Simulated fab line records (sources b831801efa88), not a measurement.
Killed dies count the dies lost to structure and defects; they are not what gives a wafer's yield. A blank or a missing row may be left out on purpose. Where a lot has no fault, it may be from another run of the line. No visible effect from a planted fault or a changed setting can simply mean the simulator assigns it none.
The same fault as seen by 2 desks || flow gf180mcu || what lay behind the numbers comes last; until then each desk has only its own

## FROM THE METROLOGY DESK
What the gauges read, lot by lot, whatever tool the lot ran on: means of the sampled wafers that have a number. The brackets show how far a lot's mean lies from the usual mean; more than 4 standard deviations puts the lot out of limits, marked OUT.
Columns: A = SAB_CVD_00_THK at GF_SAB_THK_MEAS_01, usual 49.9 nm; B = cd nm at GF_SAB_CD_MEAS_09, usual 420.1 nm
{"lot": "L629", "first seen here": "day 14 00:53", "A": 49.5, "B": 418.7}
{"lot": "L630", "first seen here": "day 14 10:15", "A": 50.6, "B": 421.2}
{"lot": "L631", "first seen here": "day 14 20:42", "A": 49.6, "B": 418.1}
{"lot": "L633", "first seen here": "day 15 09:50", "A": 49.7, "B": 421.0}
{"lot": "L639", "first seen here": "day 17 22:43", "A": 49.9, "B": 418.8}
{"lot": "L640", "first seen here": "day 18 04:09", "A": 50.1, "B": 419.0}
{"lot": "L641", "first seen here": "day 18 10:28", "A": 50.3, "B": 418.2}
{"lot": "L642", "first seen here": "day 18 21:38", "A": 50.6, "B": 419.4}
{"lot": "L646", "first seen here": "day 20 11:55", "A": 50.1, "B": 418.5}
{"lot": "L648", "first seen here": "day 21 01:54", "A": 50.1, "B": 419.9}
{"lot": "L647", "first seen here": "day 21 04:11", "A": 50.3, "B": 417.6}
{"lot": "L650", "first seen here": "day 21 18:53", "A": 49.7, "B": 423.5}
{"lot": "L652", "first seen here": "day 22 09:14", "A": 50.1, "B": 422.3}
Finding of this desk: none of the 13 lots has anything out of limits.

## FOR THE TOOL OWNER'S DESK: plasma asher-03
The tool's own readings at GF_PSD_STRIP_10 (strips in O2/N2): means of the sampled wafers that have a number, for each lot that ran on this tool. The brackets show how far a lot's mean lies from the usual mean; more than 4 standard deviations puts the lot out of limits, marked OUT.
Columns: A = chamber pressure mTorr at GF_PSD_STRIP_10, usual 1500.0 mTorr; B = drypump motor current A at GF_PSD_STRIP_10, usual 5.8 A; C = heater power w at GF_PSD_STRIP_10, usual 339 W; D = o2 flow sccm at GF_PSD_STRIP_10, usual 3001 sccm; E = oes product au at GF_PSD_STRIP_10, usual 0.590 a.u.; F = strip time to endpoint s at GF_PSD_STRIP_10, usual 16.61 s
{"lot": "L629", "first seen here": "day 14 00:20", "A": 1499.6, "B": 5.1, "C": 324, "D": 3005, "E": 0.589, "F": 16.59}
{"lot": "L633", "first seen here": "day 15 09:16", "A": 1501.2, "B": 5.3, "C": 321, "D": 3004, "E": 0.588, "F": 16.59}
{"lot": "L640", "first seen here": "day 18 03:35", "A": 1500.4, "B": 5.3, "C": 326, "D": "3594 (+71) OUT", "E": 0.597, "F": "16.45 (-4.8) OUT"}
{"lot": "L642", "first seen here": "day 18 21:04", "A": 1501.4, "B": 5.3, "C": 322, "D": "3594 (+71) OUT", "E": 0.596, "F": "16.44 (-5.3) OUT"}
{"lot": "L647", "first seen here": "day 21 03:39", "A": 1500.7, "B": 5.1, "C": 322, "D": 2998, "E": 0.591, "F": 16.58}
{"lot": "L652", "first seen here": "day 22 08:42", "A": 1500.2, "B": 5.3, "C": 323, "D": 3002, "E": 0.588, "F": 16.63}
This desk's finding: out of limits on L640, L642; first on L640, day 18 03:35 (o2 flow sccm at GF_PSD_STRIP_10). Within limits: L629, L633, L647, L652.

## ALL TOGETHER
An alarm could have come from the tool owner's desk at day 18 03:35, on L640, L642.
Metrology desk: nothing out of limits seen.
The metrology desk holds a record of L640, L642, inside its limits.
All the named lots went through GF_PSD_STRIP_10 on plasma asher-03.

## WHAT HAD BEEN PUT IN BY THE SIMULATOR
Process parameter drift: plasma asher-03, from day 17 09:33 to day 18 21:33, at GF_PSD_STRIP_10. The setting o2 flow sccm was moved by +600, starting from 3000. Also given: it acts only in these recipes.
Lots struck among those shown: L640, L642.
Hours from the fault's start to each desk's first reading out of limits: the tool owner's desk, 18.
